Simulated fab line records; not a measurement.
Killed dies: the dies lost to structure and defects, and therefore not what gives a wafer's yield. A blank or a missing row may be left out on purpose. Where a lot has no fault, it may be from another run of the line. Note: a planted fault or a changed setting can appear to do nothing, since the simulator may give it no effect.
Struck lot and sound lot, side by side :: flow sky130 :: 46 out of 708 route steps
Sound: the wafers L953.3, L953.4, L953.5. The struck wafers were L960.1, L960.2, L960.5. The cause comes at the end.
At each step with rows: each side's tool, then ch and its chambers, then its first start. Under that, the readings that differ: sound wafers :: struck wafers :: difference of the means :: sigmas: that difference in standard deviations of wafers without a fault.
alike: readings with means less than 2 such deviations apart, plus words and numbers identical on both sides. not compared: withheld readings, readings lacking a value on some wafer, bounds such as >300 that could conceal the same value, and numbers that have no deviation in the record and whose values overlap.
A row with sigmas, a row that says differs or no value, or rows on one side alone: a step with any of these is where the two part. When numbers do not overlap yet have no deviation, they are printed without sigmas and do not part them. A reading that every wafer of one side lacks parts them only if that side has two wafers or more.

first, 5 steps without rows for these wafers: SKY_VT_ADJUST_HVTP_COAT_02 (resist thk 1140 nm); SKY_VT_ADJUST_HVTP_SOFTBAKE_03 (time 60 s); SKY_VT_ADJUST_HVTP_EXPOSE_04 (exposes mask HVTPM, target cd 380 nm); SKY_VT_ADJUST_HVTP_PEB_05; SKY_VT_ADJUST_HVTP_DEVELOP_06 (develop time 60 s).
SKY_VT_ADJUST_HVTP_CD_MEAS_07 targets a cd of 380 nm.
  sound: cdSem-01 at day 7 23:23; struck: cdSem-01 at day 9 18:01
  alike: cdNm
SKY_VT_ADJUST_HVTP_OVL_MEAS_08:
  sound: overlay-01 at day 7 23:28; struck: overlay-01 at day 9 18:08
  alike: VT_ADJUST_HVTP_OVL
following that, these wafers have no rows for 1 step: SKY_VT_ADJUST_HVTP_IMPLANT_09.
SKY_VT_ADJUST_HVTP_STRIP_10: strips in O2/N2.
  sound on plasmaAsher-03 ch 0,1, day 7 23:41; struck on plasmaAsher-03 ch 0,1, day 9 18:19
  alike: drypumpMotorCurrentA, o2FlowSccm, oesProductAu, stripTimeToEndpointS
  not compared: rfHoursCounterH
SKY_VT_ADJUST_HVTP_TW_MEAS_11:
  sound: filmMetro-03 at day 7 23:46; struck: filmMetro-02 at day 9 18:25
  alike: VT_ADJUST_HVTP_TW
then, 2 steps without rows for these wafers: SKY_VT_ADJUST_LVTN_DEHYDRATE_00 (time 60 s); SKY_VT_ADJUST_LVTN_HMDS_01 (prime time 60 s).
SKY_VT_ADJUST_LVTN_COAT_02: resist thk 3000 nm.
  sound on lithoTrack-01 ch 0, day 8 11:23; struck on lithoTrack-02, day 10 05:25
  no value came back on the struck wafers for chillPlateTempC (C), dispensePressureKPa (kPa); on the sound wafers chillPlateTempC (C) reads 23.01 22.77 22.93
then, 4 steps without rows for these wafers: SKY_VT_ADJUST_LVTN_SOFTBAKE_03; SKY_VT_ADJUST_LVTN_EXPOSE_04 (exposes mask NWM COMPLEMENT LESS NATIVE, target cd 840 nm); SKY_VT_ADJUST_LVTN_PEB_05; SKY_VT_ADJUST_LVTN_DEVELOP_06 (develop time 60 s).
SKY_VT_ADJUST_LVTN_OVL_MEAS_07:
  sound: overlay-02 at day 8 22:45; struck: overlay-02 at day 10 17:23
reading: VT_ADJUST_LVTN_OVL (nm)
sound: -0.7 1.0 -1.5
struck: - - -
difference: no value on the struck wafers
sigmas: 
following that, these wafers have no rows for 1 step: SKY_VT_ADJUST_LVTN_IMPLANT_08.
SKY_VT_ADJUST_LVTN_STRIP_09: strips in O2/N2.
  sound on plasmaAsher-01 ch 0,1, day 8 22:58; struck on plasmaAsher-02 ch 0,1, day 10 17:35
  no value came back on the struck wafers for oesProductAu (a.u.), stripTimeToEndpointS (s); on the sound wafers oesProductAu (a.u.) reads 0.723 0.719 0.722
  alike: drypumpMotorCurrentA, o2FlowSccm
  not compared: rfHoursCounterH
SKY_VT_ADJUST_LVTN_TW_MEAS_10:
  sound: filmMetro-01 at day 8 23:02; struck: filmMetro-04 at day 10 17:41
  alike: VT_ADJUST_LVTN_TW
then, 7 steps without rows for these wafers: SKY_VT_ADJUST_LVTN_DEHYDRATE_11 (time 60 s); SKY_VT_ADJUST_LVTN_HMDS_12 (prime time 60 s); SKY_VT_ADJUST_LVTN_COAT_13 (resist thk 1140 nm); SKY_VT_ADJUST_LVTN_SOFTBAKE_14 (time 60 s); SKY_VT_ADJUST_LVTN_EXPOSE_15 (exposes mask HVN STD DERIVED, target cd 600 nm); SKY_VT_ADJUST_LVTN_PEB_16; SKY_VT_ADJUST_LVTN_DEVELOP_17 (develop time 60 s).
SKY_VT_ADJUST_LVTN_OVL_MEAS_18:
  sound: overlay-01 at day 9 23:03; struck: overlay-02 at day 11 15:05
  alike: VT_ADJUST_LVTN_01_OVL
following that, these wafers have no rows for 1 step: SKY_VT_ADJUST_LVTN_IMPLANT_19.
SKY_VT_ADJUST_LVTN_STRIP_20: strips in O2/N2.
  sound on plasmaAsher-03 ch 0,1, day 9 23:16; struck on plasmaAsher-03 ch 0,1, day 11 15:17
  alike: drypumpMotorCurrentA, o2FlowSccm, oesProductAu, stripTimeToEndpointS
  not compared: rfHoursCounterH
SKY_VT_ADJUST_LVTN_TW_MEAS_21:
  sound: filmMetro-01 at day 9 23:21; struck: filmMetro-02 at day 11 15:23
reading: VT_ADJUST_LVTN_2_TW
sound: 185.9 186.3 186.7
struck: 263.0 263.7 261.9
difference: +76.6
sigmas: +48
then, 7 steps without rows for these wafers: SKY_VT_ADJUST_NCORE_DEHYDRATE_00 (time 60 s); SKY_VT_ADJUST_NCORE_HMDS_01 (prime time 60 s); SKY_VT_ADJUST_NCORE_COAT_02 (resist thk 1140 nm); SKY_VT_ADJUST_NCORE_SOFTBAKE_03 (time 60 s); SKY_VT_ADJUST_NCORE_EXPOSE_04 (exposes mask LVTN COMPLEMENT THIN, target cd 380 nm); SKY_VT_ADJUST_NCORE_PEB_05; SKY_VT_ADJUST_NCORE_DEVELOP_06 (develop time 60 s).
SKY_VT_ADJUST_NCORE_CD_MEAS_07 targets a cd of 380 nm.
  sound: cdSem-01 at day 10 21:50; struck: cdSem-02 at day 12 14:14
reading: cdNm (nm)
sound: 384.5 383.9 380.9
struck: 374.9 377.6 376.0
difference: -6.9
sigmas: -3
SKY_VT_ADJUST_NCORE_OVL_MEAS_08:
  sound: overlay-02 at day 10 21:55; struck: overlay-01 at day 12 14:22
  alike: VT_ADJUST_NCORE_OVL
following that, these wafers have no rows for 1 step: SKY_VT_ADJUST_NCORE_IMPLANT_09.
SKY_VT_ADJUST_NCORE_TW_MEAS_11:
  sound: filmMetro-01 at day 10 22:13; struck: filmMetro-01 at day 12 14:39
reading: VT_ADJUST_NCORE_TW
sound: 216.3 216.4 215.5
struck: 281.0 280.8 280.7
difference: +64.8
sigmas: +43
SKY_VT_ADJUST_HVTR_TW_MEAS_11:
  sound: filmMetro-01 at day 11 20:43; struck: filmMetro-01 at day 13 14:54
reading: VT_ADJUST_HVTR_TW
sound: 208.9 208.7 209.7
struck: 278.3 278.2 277.2
difference: +68.8
sigmas: +46
SKY_VT_ADJUST_PCH_TW_MEAS_10:
  sound: filmMetro-03 at day 12 20:27; struck: filmMetro-02 at day 14 15:47
reading: VT_ADJUST_PCH_TW
sound: 141.0 140.9 140.7
struck: 244.9 244.7 244.8
difference: +103.9
sigmas: +87
SKY_SONOS_TUNNEL_TW_MEAS_12:
  sound: filmMetro-04 at day 13 21:06; struck: filmMetro-01 at day 15 18:17
reading: SONOS_TUNNEL_TW
sound: 198.5 198.6 198.2
struck: 270.8 270.9 270.6
difference: +72.3
sigmas: +48

WHERE THEY PART
At SKY_VT_ADJUST_LVTN_COAT_02 first; at SKY_SONOS_TUNNEL_TW_MEAS_12 last (within this record only).

WHY: what the simulator had put in
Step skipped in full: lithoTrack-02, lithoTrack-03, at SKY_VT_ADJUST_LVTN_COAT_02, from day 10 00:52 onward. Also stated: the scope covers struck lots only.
